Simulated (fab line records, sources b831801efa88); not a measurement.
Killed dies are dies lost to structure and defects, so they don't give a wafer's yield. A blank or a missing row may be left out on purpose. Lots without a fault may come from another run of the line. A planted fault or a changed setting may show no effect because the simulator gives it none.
fab line records | flow sky130
record lots=5 wafers=15 last_day=50
route steps=708 shown SONOS_TUNNEL@158 SONOS_ONO@168 GATE_OXIDE@187
lots that met no fault: from a run of the same line without faults
start_h: hours from the record's first day to the start of the lot's first wafer shown | wait_h: hours since the lot's step before | " the same as in the row above | L1.1+2: a row that stands for several wafers | - no value, or no start given | * or withheld: withheld | < > ~ a bound
route shown NAME@n: a module of which the file shows steps, and the number in the route of the first | usual: mean/standard deviation of fault-free wafers | same: alike in all rows | chamber/n: place in a boat | sites: the reading at each site | _std_site: their standard deviation | _edge_site: outer sites' mean less inner sites' | radius_mm: how far each site lies from the wafer's centre | mask NAME#n: copy n | behind: the tool/chamber that last shaped the wafer | hold: why the lot was held/for how many hours/how that ended | device: the transistor (n, p or np) that didn't switch | end of line: the same wafers' tests at the end of the route | a step without rows: its recipe alone | killed: dies lost to structure and defects at the first sort, not the wafer's yield | map: a wafer's dies, x killed, . not, _ none there
set.NAME: the setting as run; set.NAME@STEP: as run at that earlier step | model.NAME: the simulator's own value behind a step, which no gauge read
lots at some steps of the route; a table a step, a row a wafer
services: from which hour (start_h, from the record's first day; less than 0 if before it) a tool's chamber was out of use, for how many hours, and why
## steps
# step SKY_SONOS_TUNNEL_EXPOSE_04
# recipe mask_id=TUNM na=0.6 source_shape=conventional sigma_outer=0.6 polarization=unpolarized target_cd_nm=410 dose_mj=136
# usual focus_offset_nm=-0.1/0.46 reticle_temp_C=22.97/0.13
# columns lot.wafer tool chamber start_h wait_h mask focus_offset_nm reticle_temp_C
L075.2 iline_stepper-02 0 - - TUNM#0 -0.1 23.26
L075.3 " 0 " " TUNM#0 -0.5 23.21
L075.4 " 0 " " TUNM#0 0.3 23.05
L082.2 iline_stepper-01 0 - - TUNM#0 -0.5 22.89
L082.3 " 0 " " TUNM#0 -0.3 22.91
L082.6 " 0 " " TUNM#0 -0.6 22.91
L083.1 iline_stepper-02 0 - - TUNM#0 0.1 22.75
L083.2 " 0 " " TUNM#0 0.0 22.93
L083.3 " 0 " " TUNM#0 -0.9 22.69
L087.1 iline_stepper-01 0 - - TUNM#0 -0.8 22.79
L087.4 " 0 " " TUNM#0 0.4 22.94
L087.6 " 0 " " TUNM#0 -0.4 22.99
L094.1 iline_stepper-02 0 - - TUNM#0 -0.6 23.24
L094.3 " 0 " " TUNM#0 -0.2 22.96
L094.5 " 0 " " TUNM#0 0.1 22.96
# step SKY_SONOS_TUNNEL_PEB_05
# recipe temp_c=withheld time_s=* resist=NOVOLAK
# columns lot.wafer tool chamber start_h wait_h
L075.2+3+4 litho_track-03 0 - -
L082.2+3+6 litho_track-03 0 - -
L083.1+2+3 litho_track-01 0 - -
L087.1+4+6 litho_track-04 0 - -
L094.1+3+5 litho_track-04 0 - -
# step SKY_SONOS_TUNNEL_DEVELOP_06
# recipe resist=NOVOLAK developer=TMAH develop_time_s=60 dev_temp_c=23
# columns lot.wafer tool chamber start_h wait_h
L075.2+3+4 litho_track-03 0 270.59 0.1
L082.2+3+6 litho_track-03 0 316.59 0.1
L083.1+2+3 litho_track-01 0 318.30 0.1
L087.1+4+6 litho_track-04 0 355.58 0.1
L094.1+3+5 litho_track-04 0 405.78 0.1
# step SKY_SONOS_TUNNEL_CD_MEAS_07
# recipe target_cd_nm=410
# usual cd_nm=410.0/2.4
# columns lot.wafer tool chamber start_h wait_h cd_nm
L075.2 cd_sem-02 - 270.73 0.1 409.5
L075.3 " - " " 410.7
L075.4 " - " " 411.0
L082.2 cd_sem-02 - 316.73 0.1 407.8
L082.3 " - " " 408.7
L082.6 " - " " 408.8
L083.1 cd_sem-01 - 318.45 0.1 407.9
L083.2 " - " " 410.0
L083.3 " - " " 406.6
L087.1 cd_sem-01 - 355.73 0.1 411.6
L087.4 " - " " 410.6
L087.6 " - " " 411.5
L094.1 cd_sem-01 - 405.93 0.1 406.7
L094.3 " - " " 408.6
L094.5 " - " " 408.7
# step SKY_SONOS_TUNNEL_OVL_MEAS_08
# usual SONOS_TUNNEL_OVL=-0.4/1.3
# columns lot.wafer tool chamber start_h wait_h SONOS_TUNNEL_OVL[nm]
L075.2 overlay-01 - 270.84 0.1 1.9
L075.3 " - " " 0.1
L075.4 " - " " -0.1
L082.2 overlay-02 - 316.84 0.1 0.9
L082.3 " - " " 3.1
L082.6 " - " " -0.6
L083.1 overlay-02 - 318.57 0.1 -1.3
L083.2 " - " " 0.8
L083.3 " - " " 0.7
L087.1 overlay-02 - 355.85 0.1 0.3
L087.4 " - " " -3.8
L087.6 " - " " -1.8
L094.1 overlay-01 - 406.05 0.1 1.8
L094.3 " - " " 1.2
L094.5 " - " " 2.3
# step SKY_SONOS_TUNNEL_IMPLANT_09
# recipe species=B energy_kev=20 dose_cm2=1e+12 tilt_deg=withheld
# usual beam_energy_keV=20.000/0.007 faraday_current_uA=5.64/0.11
# columns lot.wafer tool chamber start_h wait_h beam_energy_keV faraday_current_uA
L075.2 implanter-04 0 270.90 0.0 20.000 5.56
L075.3 " 0 " " 20.006 5.66
L075.4 " 0 " " 19.996 5.54
L082.2 implanter-04 0 316.90 0.0 19.995 5.51
L082.3 " 0 " " 20.000 5.72
L082.6 " 0 " " 19.989 5.82
L083.1 implanter-03 0 318.60 0.0 19.996 5.70
L083.2 " 0 " " 19.994 5.60
L083.3 " 0 " " 19.992 5.52
L087.1 implanter-04 0 355.88 0.0 20.004 5.68
L087.4 " 0 " " 19.994 5.58
L087.6 " 0 " " 20.019 5.65
L094.1 implanter-02 0 406.08 0.0 19.999 5.56
L094.3 " 0 " " 20.008 5.75
L094.5 " 0 " " 19.998 5.64
# step SKY_SONOS_TUNNEL_WET_ETCH_10
# recipe chemistry=dHF target_depth_nm=14 target=SiO2 dilution=100:1 temp_c=25 time_s=280
# columns lot.wafer tool chamber start_h wait_h
L075.2+3+4 wet_bench-04 1 271.02 0.1
L082.2+3+6 wet_bench-04 0 317.02 0.1
L083.1+2+3 wet_bench-01 0 318.75 0.1
L087.1+4+6 wet_bench-04 3 356.03 0.1
L094.1+3+5 wet_bench-03 0 406.23 0.1
# step SKY_SONOS_TUNNEL_STRIP_11
# recipe chemistry=SPM time_s=600 temp_c=130
# columns lot.wafer tool chamber start_h wait_h
L075.2+3+4 wet_bench-01 3 271.11 0.0
L082.2+3+6 wet_bench-03 2 317.11 0.0
L083.1+2+3 wet_bench-03 0 318.84 0.0
L087.1+4+6 wet_bench-03 3 356.21 0.0
L094.1+3+5 wet_bench-04 0 406.32 0.0
# step SKY_SONOS_TUNNEL_TW_MEAS_12
# usual SONOS_TUNNEL_TW=197.4/1.4
# columns lot.wafer tool chamber start_h wait_h SONOS_TUNNEL_TW
L075.2 film_metro-04 - 271.30 0.0 196.4
L075.3 " - " " 196.7
L075.4 " - " " 196.0
L082.2 film_metro-02 - 317.31 0.0 197.6
L082.3 " - " " 197.2
L082.6 " - " " 198.3
L083.1 film_metro-04 - 319.03 0.0 196.1
L083.2 " - " " 196.6
L083.3 " - " " 196.2
L087.1 film_metro-01 - 356.40 0.0 199.1
L087.4 " - " " 199.2
L087.6 " - " " 199.3
L094.1 film_metro-04 - 406.51 0.0 196.6
L094.3 " - " " 196.8
L094.5 " - " " 196.7
# step SKY_SONOS_TUNNEL_CLEAN_13
# recipe chemistry=dHF time_s=20 dilution=100:1 dry=ipa_marangoni
# columns lot.wafer tool chamber start_h wait_h
L075.2+3+4 wet_bench-04 3 271.35 0.0
L082.2+3+6 wet_bench-04 0 317.36 0.0
L083.1+2+3 wet_bench-04 2 319.09 0.1
L087.1+4+6 wet_bench-04 3 356.46 0.1
L094.1+3+5 wet_bench-03 3 406.57 0.1
# step SKY_SONOS_ONO_OXIDATION_00
# recipe temp_c=800 ambient=O2 idle_temp_c=700 ramp_up_c_per_min=10 ramp_down_c_per_min=3 stabilise_s=600 purge_s=300 target_thk_a=26 ox_time_s=1249
# usual zone_power_bottom_pct=22.0/0.85
# columns lot.wafer tool chamber start_h wait_h zone_power_bottom_pct
L075.2 furnace-01 0 271.69 0.3 22.9
L075.3 " 0 " " 23.1
L075.4 " 0 " " 22.9
L082.2 furnace-01 0 318.10 0.7 23.1
L082.3 " 0 " " 23.3
L082.6 " 0 " " 22.7
L083.1 furnace-01 0 319.44 0.3 22.8
L083.2 " 0 " " 22.9
L083.3 " 0 " " 22.6
L087.1 furnace-01 0 357.81 1.3 23.4
L087.4 " 0 " " 22.6
L087.6 " 0 " " 22.8
L094.1 furnace-02 0 407.54 1.0 21.3
L094.3 " 0 " " 21.4
L094.5 " 0 " " 21.1
# step SKY_SONOS_ONO_THK_MEAS_01
# recipe reads=SiO2_of_SONOS_ONO_OXIDATION_00
# usual SONOS_ONO_OXIDATION_THK=2.58/0.051
# columns lot.wafer tool chamber start_h wait_h SONOS_ONO_OXIDATION_THK[nm]
L075.2 film_metro-02 - 273.04 0.0 2.59
L075.3 " - " " 2.52
L075.4 " - " " 2.52
L082.2 film_metro-03 - 319.45 0.0 2.55
L082.3 " - " " 2.51
L082.6 " - " " 2.53
L083.1 film_metro-03 - 320.79 0.0 2.56
L083.2 " - " " 2.56
L083.3 " - " " 2.52
L087.1 film_metro-03 - 359.16 0.0 2.60
L087.4 " - " " 2.63
L087.6 " - " " 2.59
L094.1 film_metro-01 - 408.89 0.0 2.60
L094.3 " - " " 2.57
L094.5 " - " " 2.58
# step SKY_SONOS_ONO_CVD_02
# recipe material=Si3N4 precursor=DCS/NH3 target_thk_nm=10.5 temp_c=770 time_s=188 pressure_mtorr=250
# usual zone_power_bottom_pct=20.7/2.4
# columns lot.wafer tool chamber start_h wait_h zone_power_bottom_pct
L075.2 lpcvd-02 0 273.09 0.0 18.0
L075.3 " 0 " " 18.1
L075.4 " 0 " " 17.8
L082.2 lpcvd-02 1 320.69 1.2 22.8
L082.3 " 1 " " 22.5
L082.6 " 1 " " 22.7
L083.1 lpcvd-02 0 322.27 1.5 18.0
L083.2 " 0 " " 17.5
L083.3 " 0 " " 17.8
L087.1 lpcvd-02 1 360.37 1.2 22.5
L087.4 " 1 " " 22.5
L087.6 " 1 " " 22.5
L094.1 lpcvd-02 1 409.68 0.8 22.8
L094.3 " 1 " " 23.0
L094.5 " 1 " " 23.1
# step SKY_SONOS_ONO_THK_MEAS_03
# recipe reads=Si3N4_of_SONOS_ONO_CVD_02
# usual SONOS_ONO_CVD_02_THK=10.97/0.17
# columns lot.wafer tool chamber start_h wait_h SONOS_ONO_CVD_02_THK[nm]
L075.2 film_metro-01 - 274.68 0.0 11.23
L075.3 " - " " 11.24
L075.4 " - " " 11.19
L082.2 film_metro-02 - 322.28 0.0 10.88
L082.3 " - " " 10.85
L082.6 " - " " 10.86
L083.1 film_metro-01 - 323.84 0.0 10.67
L083.2 " - " " 10.75
L083.3 " - " " 10.87
L087.1 film_metro-02 - 361.42 0.0 11.02
L087.4 " - " " 10.99
L087.6 " - " " 11.01
L094.1 film_metro-01 - 410.73 0.0 11.20
L094.3 " - " " 11.10
L094.5 " - " " 11.17
# step SKY_SONOS_ONO_CVD_04
# recipe material=SiO2 precursor=SiH4/N2O target_thk_nm=5.7199 temp_c=900 pressure_mtorr=400
# usual zone_power_bottom_pct=27/3.5
# columns lot.wafer tool chamber start_h wait_h zone_power_bottom_pct
L075.2 lpcvd-03 1 274.73 0.0 24
L075.3 " 1 " " 24
L075.4 " 1 " " 25
L082.2 lpcvd-03 0 322.33 0.0 31
L082.3 " 0 " " 31
L082.6 " 0 " " 31
L083.1 lpcvd-03 1 323.90 0.1 25
L083.2 " 1 " " 24
L083.3 " 1 " " 24
L087.1 lpcvd-03 0 361.48 0.1 31
L087.4 " 0 " " 31
L087.6 " 0 " " 31
L094.1 lpcvd-03 0 410.79 0.1 31
L094.3 " 0 " " 31
L094.5 " 0 " " 31
# step SKY_SONOS_ONO_THK_MEAS_05
# recipe reads=SiO2_of_SONOS_ONO_CVD_04
# usual SONOS_ONO_CVD_04_THK=5.79/0.11
# columns lot.wafer tool chamber start_h wait_h SONOS_ONO_CVD_04_THK[nm]
L075.2 film_metro-02 - 275.99 0.0 5.88
L075.3 " - " " 5.83
L075.4 " - " " 5.84
L082.2 film_metro-03 - 323.59 0.0 5.75
L082.3 " - " " 5.58
L082.6 " - " " 5.79
L083.1 film_metro-01 - 325.15 0.0 5.77
L083.2 " - " " 5.98
L083.3 " - " " 5.89
L087.1 film_metro-03 - 362.73 0.0 5.87
L087.4 " - " " 5.72
L087.6 " - " " 5.83
L094.1 film_metro-02 - 412.04 0.0 5.81
L094.3 " - " " 5.81
L094.5 " - " " 5.78
# step SKY_SONOS_ONO_DEHYDRATE_06
# recipe temp_c=200 time_s=60
# columns lot.wafer tool chamber start_h wait_h
L075.2+3+4 litho_track-03 0 288.19 12.2
L082.2+3+6 litho_track-02 0 336.10 12.5
L083.1+2+3 litho_track-01 0 337.90 12.7
L087.1+4+6 litho_track-03 0 376.01 13.3
L094.1+3+5 litho_track-01 0 426.95 14.9
# step SKY_SONOS_ONO_HMDS_07
# recipe prime_time_s=60 prime_temp_c=120
# columns lot.wafer tool chamber start_h wait_h
L075.2+3+4 litho_track-03 0 288.34 0.1
L082.2+3+6 litho_track-02 0 336.25 0.1
L083.1+2+3 litho_track-01 0 338.05 0.1
L087.1+4+6 litho_track-03 0 376.16 0.1
L094.1+3+5 litho_track-01 0 427.10 0.1
# step SKY_SONOS_ONO_COAT_08
# recipe resist=NOVOLAK spin_rpm=3000 resist_thk_nm=1155
# columns lot.wafer tool chamber start_h wait_h
L075.2+3+4 litho_track-03 0 288.49 0.1
L082.2+3+6 litho_track-02 0 336.40 0.1
L083.1+2+3 litho_track-01 0 338.20 0.1
L087.1+4+6 litho_track-03 0 376.31 0.1
L094.1+3+5 litho_track-01 0 427.25 0.1
# step SKY_SONOS_ONO_SOFTBAKE_09
# recipe temp_c=90 time_s=60 resist=NOVOLAK
# columns lot.wafer tool chamber start_h wait_h
L075.2+3+4 litho_track-03 0 288.64 0.1
L082.2+3+6 litho_track-02 0 336.55 0.1
L083.1+2+3 litho_track-01 0 338.35 0.1
L087.1+4+6 litho_track-03 0 376.46 0.1
L094.1+3+5 litho_track-01 0 427.40 0.1
# step SKY_SONOS_ONO_EXPOSE_10
# recipe mask_id=ONOM target_cd_nm=410 na=0.6 source_shape=conventional sigma_outer=0.6 dose_mj=150
# usual focus_offset_nm=-0.2/0.52 reticle_temp_C=22.98/0.11
# columns lot.wafer tool chamber start_h wait_h mask focus_offset_nm reticle_temp_C
L075.2 iline_stepper-02 0 - - ONOM#0 -0.7 23.04
L075.3 " 0 " " ONOM#0 0.4 22.89
L075.4 " 0 " " ONOM#0 0.7 22.96
L082.2 iline_stepper-02 0 - - ONOM#0 -0.8 23.20
L082.3 " 0 " " ONOM#0 -0.1 23.06
L082.6 " 0 " " ONOM#0 0.1 23.15
L083.1 iline_stepper-01 0 - - ONOM#0 -0.1 22.95
L083.2 " 0 " " ONOM#0 -0.8 23.26
L083.3 " 0 " " ONOM#0 -1.3 23.17
L087.1 iline_stepper-02 0 - - ONOM#0 -0.2 22.98
L087.4 " 0 " " ONOM#0 -0.1 22.99
L087.6 " 0 " " ONOM#0 0.2 22.98
L094.1 iline_stepper-02 0 - - ONOM#0 -0.3 22.79
L094.3 " 0 " " ONOM#0 -0.8 22.84
L094.5 " 0 " " ONOM#0 -0.4 22.87
# step SKY_SONOS_ONO_PEB_11
# recipe temp_c=withheld time_s=* resist=NOVOLAK
# columns lot.wafer tool chamber start_h wait_h
L075.2+3+4 litho_track-01 0 - -
L082.2+3+6 litho_track-02 0 - -
L083.1+2+3 litho_track-02 0 - -
L087.1+4+6 litho_track-02 0 - -
L094.1+3+5 litho_track-03 0 - -
# step SKY_SONOS_ONO_DEVELOP_12
# recipe develop_time_s=60 dev_temp_c=23
# columns lot.wafer tool chamber start_h wait_h
L075.2+3+4 litho_track-01 0 301.27 0.1
L082.2+3+6 litho_track-02 0 349.95 0.1
L083.1+2+3 litho_track-02 0 351.67 0.1
L087.1+4+6 litho_track-02 0 391.62 0.1
L094.1+3+5 litho_track-03 0 442.46 0.1
# step SKY_SONOS_ONO_CD_MEAS_13
# recipe target_cd_nm=410
# usual cd_nm=410.0/2.6
# columns lot.wafer tool chamber start_h wait_h cd_nm
L075.2 cd_sem-02 - 301.42 0.1 406.9
L075.3 " - " " 409.0
L075.4 " - " " 408.5
L082.2 cd_sem-01 - 350.09 0.1 411.0
L082.3 " - " " 411.0
L082.6 " - " " 411.9
L083.1 cd_sem-01 - 351.82 0.1 409.7
L083.2 " - " " 409.4
L083.3 " - " " 409.4
L087.1 cd_sem-01 - 391.77 0.1 412.9
L087.4 " - " " 413.4
L087.6 " - " " 412.1
L094.1 cd_sem-02 - 442.61 0.1 406.3
L094.3 " - " " 408.2
L094.5 " - " " 406.1
# step SKY_SONOS_ONO_OVL_MEAS_14
# usual SONOS_ONO_OVL=-0.7/1.7
# columns lot.wafer tool chamber start_h wait_h SONOS_ONO_OVL[nm]
L075.2 overlay-01 - 301.52 0.1 0.5
L075.3 " - " " 1.6
L075.4 " - " " 0.5
L082.2 overlay-02 - 350.20 0.1 -1.4
L082.3 " - " " -2.1
L082.6 " - " " 0.1
L083.1 overlay-01 - 351.94 0.1 0.6
L083.2 " - " " 0.1
L083.3 " - " " 1.5
L087.1 overlay-01 - 391.89 0.1 -1.7
L087.4 " - " " -1.5
L087.6 " - " " 0.5
L094.1 overlay-02 - 442.73 0.1 1.6
L094.3 " - " " -0.3
L094.5 " - " " 0.2
# step SKY_SONOS_ONO_ETCH_15
# recipe target_depth_nm=19.52 chemistry=CHF3/O2 source_w=600 bias_w=200 pressure_mtorr=40 chf3_flow_sccm=50 O2_flow_sccm=5 time_s=7.8
# usual bias_w=200.0/0.61 drypump_motor_current_A=6.0/0.43 oes_product_au=0.998/0.014 throttle_valve_pct=8.824/0.0092
# columns lot.wafer tool chamber start_h wait_h bias_w drypump_motor_current_A oes_product_au rf_hours_counter_h throttle_valve_pct
L075.2 rie_diel-04 1 301.55 0.0 199.2 5.8 0.999 1 8.835
L075.3 " 0 " " 199.2 5.1 0.982 3 8.831
L075.4 " 3 " " 199.8 6.3 1.009 12 8.828
L082.2 rie_diel-02 0 350.23 0.0 199.5 5.5 1.013 52 8.818
L082.3 " 3 " " 200.4 5.9 1.017 21 8.833
L082.6 " 0 " " 200.9 5.5 1.008 - 8.839
L083.1 rie_diel-03 1 351.98 0.0 200.5 6.4 1.002 64 8.812
L083.2 " 3 " " 200.0 5.9 0.986 110 8.818
L083.3 " 0 " " 200.8 6.4 0.986 26 8.816
L087.1 rie_diel-04 2 391.93 0.0 199.9 5.6 1.024 49 8.824
L087.4 " 3 " " 200.4 6.3 1.009 13 8.822
L087.6 " 3 " " 200.6 6.3 1.009 - 8.828
L094.1 rie_diel-03 2 442.77 0.0 199.9 5.7 0.992 61 8.818
L094.3 " 3 " " 199.0 5.9 0.981 0 8.831
L094.5 " 3 " " 200.9 5.9 0.978 - 8.824
# step SKY_SONOS_ONO_WET_ETCH_16
# recipe chemistry=dHF target_depth_nm=14 dry=n2_spin target=SiO2 dilution=100:1 temp_c=25 time_s=280
# columns lot.wafer tool chamber start_h wait_h
L075.2+3+4 wet_bench-01 3 301.57 0.0
L082.2+3+6 wet_bench-02 0 350.25 0.0
L083.1+2+3 wet_bench-04 2 352.00 0.0
L087.1+4+6 wet_bench-01 2 391.95 0.0
L094.1+3+5 wet_bench-02 2 442.79 0.0
# step SKY_SONOS_ONO_STRIP_17
# recipe chemistry=O2/N2 power_w=1400 pressure_mtorr=1500 platen_temp_c=withheld o2_flow_sccm=3000 n2_flow_sccm=300 overash_fraction=0.5
# usual drypump_motor_current_A=5.8/0.54 oes_product_au=0.710/0.0043 strip_time_to_endpoint_s=14.29/0.048
# columns lot.wafer tool chamber start_h wait_h drypump_motor_current_A oes_product_au rf_hours_counter_h strip_time_to_endpoint_s
L075.2 plasma_asher-02 0 301.66 0.0 4.9 0.708 60 14.22
L075.3 " 0 " " 4.9 0.704 - 14.24
L075.4 " 1 " " 5.5 0.716 - 14.23
L082.2 plasma_asher-02 0 350.33 0.0 4.8 0.706 66 14.31
L082.3 " 0 " " 4.9 0.714 - 14.33
L082.6 " 0 " " 4.9 0.715 - 14.30
L083.1 plasma_asher-01 0 352.17 0.0 6.6 0.712 23 14.36
L083.2 " 1 " " 5.5 0.708 23 14.37
L083.3 " 0 " " 6.6 0.712 - 14.33
L087.1 plasma_asher-01 0 392.04 0.0 6.6 0.707 27 14.30
L087.4 " 1 " " 5.4 0.707 - 14.33
L087.6 " 1 " " 5.4 0.712 - 14.32
L094.1 plasma_asher-04 1 442.88 0.0 6.1 0.710 74 14.25
L094.3 " 1 " " 6.1 0.714 - 14.25
L094.5 " 0 " " 5.8 0.708 - 14.25
# step SKY_SONOS_ONO_WET_ETCH_18
# recipe chemistry=H3PO4 target_depth_nm=15 target=Si3N4 temp_c=160 time_s=172
# columns lot.wafer tool chamber start_h wait_h
L075.2+3+4 wet_bench-01 1 301.76 0.1
L082.2+3+6 wet_bench-04 1 350.43 0.1
L083.1+2+3 wet_bench-04 1 352.27 0.1
L087.1+4+6 wet_bench-04 0 392.14 0.1
L094.1+3+5 wet_bench-01 3 442.98 0.1
# step SKY_GATE_OXIDE_CLEAN_00
# recipe chemistry=SC1/SC2 mix=1:4:20 temp_c=70 time_s=150 dry=n2_spin
# columns lot.wafer tool chamber start_h wait_h
L075.2+3+4 wet_bench-02 2 301.82 0.0
L082.2+3+6 wet_bench-02 2 350.55 0.0
L083.1+2+3 wet_bench-02 0 352.38 0.0
L087.1+4+6 wet_bench-01 1 392.20 0.0
L094.1+3+5 wet_bench-04 1 443.05 0.0
# step SKY_GATE_OXIDE_OXIDATION_01
# recipe temp_c=900 ambient=O2 stabilise_s=600 purge_s=300 target_thk_a=102.68 ox_time_s=1473
# usual zone_power_bottom_pct=28.5/1.1
# columns lot.wafer tool chamber start_h wait_h zone_power_bottom_pct
L075.2 furnace-02 0 301.87 0.0 27.0
L075.3 " 0 " " 27.5
L075.4 " 0 " " 27.1
L082.2 furnace-02 0 350.60 0.0 27.0
L082.3 " 0 " " 27.1
L082.6 " 0 " " 27.0
L083.1 furnace-01 0 353.03 0.6 29.3
L083.2 " 0 " " 29.7
L083.3 " 0 " " 29.9
L087.1 furnace-02 0 392.41 0.2 27.6
L087.4 " 0 " " 27.0
L087.6 " 0 " " 27.6
L094.1 furnace-01 0 443.83 0.7 29.0
L094.3 " 0 " " 29.1
L094.5 " 0 " " 30.0
# step SKY_GATE_OXIDE_THK_MEAS_02
# recipe reads=SiO2_of_GATE_OXIDE_OXIDATION_01
# usual GATE_OXIDE_OXIDATION_00_THK=10.15/0.17
# columns lot.wafer tool chamber start_h wait_h GATE_OXIDE_OXIDATION_00_THK[nm]
L075.2 film_metro-03 - 303.29 0.0 10.39
L075.3 " - " " 10.40
L075.4 " - " " 10.43
L082.2 film_metro-04 - 352.02 0.0 10.30
L082.3 " - " " 10.44
L082.6 " - " " 10.13
L083.1 film_metro-03 - 354.44 0.0 10.08
L083.2 " - " " 10.11
L083.3 " - " " 10.19
L087.1 film_metro-04 - 393.82 0.0 10.08
L087.4 " - " " 10.22
L087.6 " - " " 9.97
L094.1 film_metro-04 - 445.24 0.0 10.05
L094.3 " - " " 10.18
L094.5 " - " " 10.20
# step SKY_GATE_OXIDE_DEHYDRATE_03
# recipe temp_c=200 time_s=60
# columns lot.wafer tool chamber start_h wait_h
L075.2+3+4 litho_track-02 0 316.00 12.7
L082.2+3+6 litho_track-03 0 365.24 13.2
L083.1+2+3 litho_track-03 0 368.21 13.8
L087.1+4+6 litho_track-02 0 407.52 13.7
L094.1+3+5 litho_track-02 0 459.87 14.6
# step SKY_GATE_OXIDE_HMDS_04
# recipe prime_time_s=60 prime_temp_c=120
# columns lot.wafer tool chamber start_h wait_h
L075.2+3+4 litho_track-02 0 316.15 0.1
L082.2+3+6 litho_track-03 0 365.39 0.1
L083.1+2+3 litho_track-03 0 368.36 0.1
L087.1+4+6 litho_track-02 0 407.67 0.1
L094.1+3+5 litho_track-02 0 460.02 0.1
# step SKY_GATE_OXIDE_COAT_05
# recipe resist=NOVOLAK spin_rpm=3000 resist_thk_nm=1140
# columns lot.wafer tool chamber start_h wait_h
L075.2+3+4 litho_track-02 0 316.30 0.1
L082.2+3+6 litho_track-03 0 365.54 0.1
L083.1+2+3 litho_track-03 0 368.51 0.1
L087.1+4+6 litho_track-02 0 407.82 0.1
L094.1+3+5 litho_track-02 0 460.17 0.1
# step SKY_GATE_OXIDE_SOFTBAKE_06
# recipe temp_c=90 time_s=60 resist=NOVOLAK
# columns lot.wafer tool chamber start_h wait_h
L075.2+3+4 litho_track-02 0 316.45 0.1
L082.2+3+6 litho_track-03 0 365.69 0.1
L083.1+2+3 litho_track-03 0 368.66 0.1
L087.1+4+6 litho_track-02 0 407.97 0.1
L094.1+3+5 litho_track-02 0 460.32 0.1
# step SKY_GATE_OXIDE_EXPOSE_07
# recipe mask_id=LVOM na=0.6 source_shape=conventional sigma_outer=0.6 polarization=unpolarized target_cd_nm=600 dose_mj=170
# usual focus_offset_nm=-0.1/0.47 reticle_temp_C=22.98/0.095
# columns lot.wafer tool chamber start_h wait_h mask focus_offset_nm reticle_temp_C
L075.2 iline_stepper-02 0 - - LVOM#0 0.1 23.01
L075.3 " 0 " " LVOM#0 -0.5 22.97
L075.4 " 0 " " LVOM#0 -0.5 22.90
L082.2 iline_stepper-02 0 - - LVOM#0 0.5 23.08
L082.3 " 0 " " LVOM#0 -0.1 23.05
L082.6 " 0 " " LVOM#0 -0.4 23.05
L083.1 iline_stepper-02 0 - - LVOM#0 -0.1 23.19
L083.2 " 0 " " LVOM#0 -0.6 22.99
L083.3 " 0 " " LVOM#0 -0.4 23.13
L087.1 iline_stepper-01 0 - - LVOM#0 1.0 23.01
L087.4 " 0 " " LVOM#0 0.8 23.09
L087.6 " 0 " " LVOM#0 -0.1 22.98
L094.1 iline_stepper-02 0 - - LVOM#0 -0.2 23.03
L094.3 " 0 " " LVOM#0 -0.2 22.94
L094.5 " 0 " " LVOM#0 -0.7 22.97
# step SKY_GATE_OXIDE_PEB_08
# recipe temp_c=withheld time_s=* resist=NOVOLAK
# columns lot.wafer tool chamber start_h wait_h
L075.2+3+4 litho_track-03 0 - -
L082.2+3+6 litho_track-03 0 - -
L083.1+2+3 litho_track-03 0 - -
L087.1+4+6 litho_track-03 0 - -
L094.1+3+5 litho_track-02 0 - -
# step SKY_GATE_OXIDE_DEVELOP_09
# recipe resist=NOVOLAK developer=TMAH develop_time_s=60 dev_temp_c=23
# columns lot.wafer tool chamber start_h wait_h
L075.2+3+4 litho_track-03 0 329.29 0.1
L082.2+3+6 litho_track-03 0 379.49 0.1
L083.1+2+3 litho_track-03 0 383.21 0.1
L087.1+4+6 litho_track-03 0 423.36 0.1
L094.1+3+5 litho_track-02 0 475.82 0.1
# step SKY_GATE_OXIDE_OVL_MEAS_10
# usual GATE_OXIDE_OVL=-0.5/1.5
# columns lot.wafer tool chamber start_h wait_h GATE_OXIDE_OVL[nm]
L075.2 overlay-02 - 329.42 0.1 1.6
L075.3 " - " " 1.3
L075.4 " - " " 0.9
L082.2 overlay-02 - 379.62 0.1 -0.1
L082.3 " - " " -1.1
L082.6 " - " " -3.1
L083.1 overlay-01 - 383.36 0.1 1.2
L083.2 " - " " -0.9
L083.3 " - " " 1.4
L087.1 overlay-01 - 423.51 0.1 -0.4
L087.4 " - " " 0.0
L087.6 " - " " 0.2
L094.1 overlay-02 - 475.97 0.1 0.9
L094.3 " - " " 0.0
L094.5 " - " " 0.5
# step SKY_GATE_OXIDE_IMPLANT_11
# recipe species=B energy_kev=10 dose_cm2=2.6e+12 tilt_deg=withheld
# usual beam_energy_keV=10.000/0.003 faraday_current_uA=14.63/0.27
# columns lot.wafer tool chamber start_h wait_h beam_energy_keV faraday_current_uA
L075.2 implanter-03 0 329.48 0.0 10.004 14.84
L075.3 " 0 " " 10.004 14.45
L075.4 " 0 " " 10.007 14.39
L082.2 implanter-04 0 379.67 0.0 10.004 14.56
L082.3 " 0 " " 10.000 14.23
L082.6 " 0 " " 10.000 14.91
L083.1 implanter-04 0 383.40 0.0 10.002 14.40
L083.2 " 0 " " 10.003 14.49
L083.3 " 0 " " 9.999 14.48
L087.1 implanter-03 0 423.55 0.0 10.005 14.68
L087.4 " 0 " " 9.999 14.34
L087.6 " 0 " " 9.996 14.41
L094.1 implanter-01 0 476.01 0.0 10.003 14.48
L094.3 " 0 " " 10.000 14.70
L094.5 " 0 " " 10.000 14.72
# step SKY_GATE_OXIDE_WET_ETCH_12
# recipe chemistry=dHF target_depth_nm=16.8 dry=n2_spin target=SiO2 dilution=100:1 temp_c=25 time_s=319.8
# columns lot.wafer tool chamber start_h wait_h
L075.2+3+4 wet_bench-01 2 329.60 0.1
L082.2+3+6 wet_bench-04 0 379.80 0.1
L083.1+2+3 wet_bench-04 1 383.55 0.1
L087.1+4+6 wet_bench-04 3 423.70 0.1
L094.1+3+5 wet_bench-04 1 476.16 0.1
## services
# columns tool chamber start_h hours kind
implanter-04 - 244.68 2.1 repair
rie_diel-04 1 254.91 2.7 repair
furnace-01 - 257.06 3.9 pm
furnace-02 - 266.68 4.2 pm
iline_stepper-01 - 272.24 4.9 repair
rie_diel-03 0 286.55 5.8 repair
rie_diel-04 1 289.15 4.5 repair
iline_stepper-02 - 318.33 8.1 repair
implanter-04 - 337.18 1.8 repair
implanter-03 - 347.36 1.1 repair
rie_diel-04 3 347.60 10.5 repair
rie_diel-03 - 347.61 1.8 repair
rie_diel-04 1 356.15 11.7 repair
furnace-02 - 382.58 2.8 pm
lpcvd-02 - 386.38 0.5 repair
iline_stepper-01 - 390.85 4.4 pm
lpcvd-03 - 400.84 6.0 pm
implanter-04 - 400.98 2.5 pm
iline_stepper-02 - 402.87 1.7 pm
wet_bench-02 - 424.49 4.4 pm
wet_bench-02 - 433.74 0.9 repair
furnace-02 - 434.74 3.6 pm
implanter-03 - 440.97 103.8 pm
lpcvd-03 - 461.11 14.6 pm
## key
fault none
